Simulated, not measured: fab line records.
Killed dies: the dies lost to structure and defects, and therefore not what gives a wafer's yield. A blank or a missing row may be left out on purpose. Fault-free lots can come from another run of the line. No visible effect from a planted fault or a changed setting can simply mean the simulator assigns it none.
Comparing a struck lot with a sound one / flow sky130 / 16 out of 708 route steps
Sound: the wafers L591.2, L591.4, L591.5. The struck wafers were L611.2, L611.3, L611.4. Last of all comes the cause.
At each step with rows: each side's tool, then ch and its chambers, then its first start. Under that, the readings that differ: sound wafers / struck wafers / difference of the means / sigmas: that difference in standard deviations of wafers without a fault.
alike: readings whose means differ by less than 2 such deviations, and words and numbers that are the same on both sides. not compared: withheld readings, readings that some wafer has no value for, bounds like >300 that may hide the same value, and numbers for which the record gives no deviation and whose values overlap.
Wherever a step has rows on one side only, a row that says differs or no value, or a row with sigmas, the two part there. Numbers that don't overlap but have no deviation are shown without sigmas and don't part them. A reading missing from all wafers of one side parts the sides only when that side holds two or more wafers.

SKY_LOCAL_INTERCONNECT_THK_MEAS_02: measures by xrf.
  struck on film-metro-02, day 35 21:06; sound on film-metro-01, day 29 10:57
  alike: LOCAL_INTERCONNECT_TIN_THK
then, 8 steps without rows for these wafers: SKY_LOCAL_INTERCONNECT_DEHYDRATE_03 (time 60 s); SKY_LOCAL_INTERCONNECT_HMDS_04 (prime time 60 s); SKY_LOCAL_INTERCONNECT_COAT_05 (resist thk 60 nm); SKY_LOCAL_INTERCONNECT_COAT_06 (resist thk 450 nm); SKY_LOCAL_INTERCONNECT_SOFTBAKE_07 (time 90 s); SKY_LOCAL_INTERCONNECT_EXPOSE_08 (exposes mask LI1M, target cd 170 nm); SKY_LOCAL_INTERCONNECT_PEB_09; SKY_LOCAL_INTERCONNECT_DEVELOP_10 (develop time 60 s).
SKY_LOCAL_INTERCONNECT_CD_MEAS_11: the cd target is 170 nm.
  struck on cd-sem-02, day 36 22:59; sound on cd-sem-02, day 30 14:43
  alike: cd-nm
SKY_LOCAL_INTERCONNECT_OVL_MEAS_12:
  struck on overlay-01, day 36 23:06; sound on overlay-02, day 30 14:50
  alike: LOCAL_INTERCONNECT_OVL
SKY_LOCAL_INTERCONNECT_ETCH_13: etches BARC in N2/H2, stops on SiO2, time 45.9 s, target depth 60 nm.
  sound on rie-metal-01 ch 0,1, day 30 14:52; struck on rie-metal-04 ch 0,1, day 36 23:08
  alike: bias-w, chamber-pressure-mTorr, drypump-motor-current-A, oes-product-au, throttle-valve-pct
  not compared: rf-hours-counter-h
SKY_LOCAL_INTERCONNECT_METAL_ETCH_14: etches TiN in Cl2/BCl3, stops on PSG, target depth 110 nm, time 31.4 s.
  sound on rie-metal-01 ch 0,1, day 30 14:55; struck on rie-metal-04 ch 0,1, day 36 23:11
  no value came back on the struck wafers for any of 5 readings (bcl3-flow-sccm (sccm), bias-w (W) and others); on the sound wafers bcl3-flow-sccm (sccm) reads 29.99 29.94 30.01
reading=model.KrF-thick_of_LOCAL_INTERCONNECT_COAT_06.thk-nm (nm); sound=349.4 349.5 349.1; struck=391.9 393 392.4; difference=+43.1; sigmas=
  not compared: rf-hours-counter-h
SKY_LOCAL_INTERCONNECT_STRIP_15: strips in O2/N2.
  sound on plasma-asher-01 ch 0,1, day 30 14:58; struck on plasma-asher-04 ch 0,1, day 36 23:14
reading=oes-product-au (a.u.); sound=0.432 0.428 0.429; struck=0.444 0.444 0.445; difference=+0.015; sigmas=+3
reading=strip-time-to-endpoint-s (s); sound=4.743 4.725 4.720; struck=5.194 5.178 5.200; difference=+0.461; sigmas=+27
  alike: drypump-motor-current-A
  not compared: rf-hours-counter-h
then, 1 step without rows for these wafers: SKY_LOCAL_INTERCONNECT_STRIP_16 (strips in post etch residue remover, time 1200 s).
-- record jumps: 13 days separate the struck wafers' starts on either side; left off in module LOCAL_INTERCONNECT, taken up again in module PAD_OPEN, whose first shown step is the route's number 708 --
SKY_PAD_OPEN_PROBE_99:
  record: rows for the struck wafers here (prober-02, day 50 09:19), none for the sound ones

WHERE THEY PART
Last at SKY_PAD_OPEN_PROBE_99 as far as this record goes, first at SKY_LOCAL_INTERCONNECT_METAL_ETCH_14.

WHY: what had been put in by the simulator
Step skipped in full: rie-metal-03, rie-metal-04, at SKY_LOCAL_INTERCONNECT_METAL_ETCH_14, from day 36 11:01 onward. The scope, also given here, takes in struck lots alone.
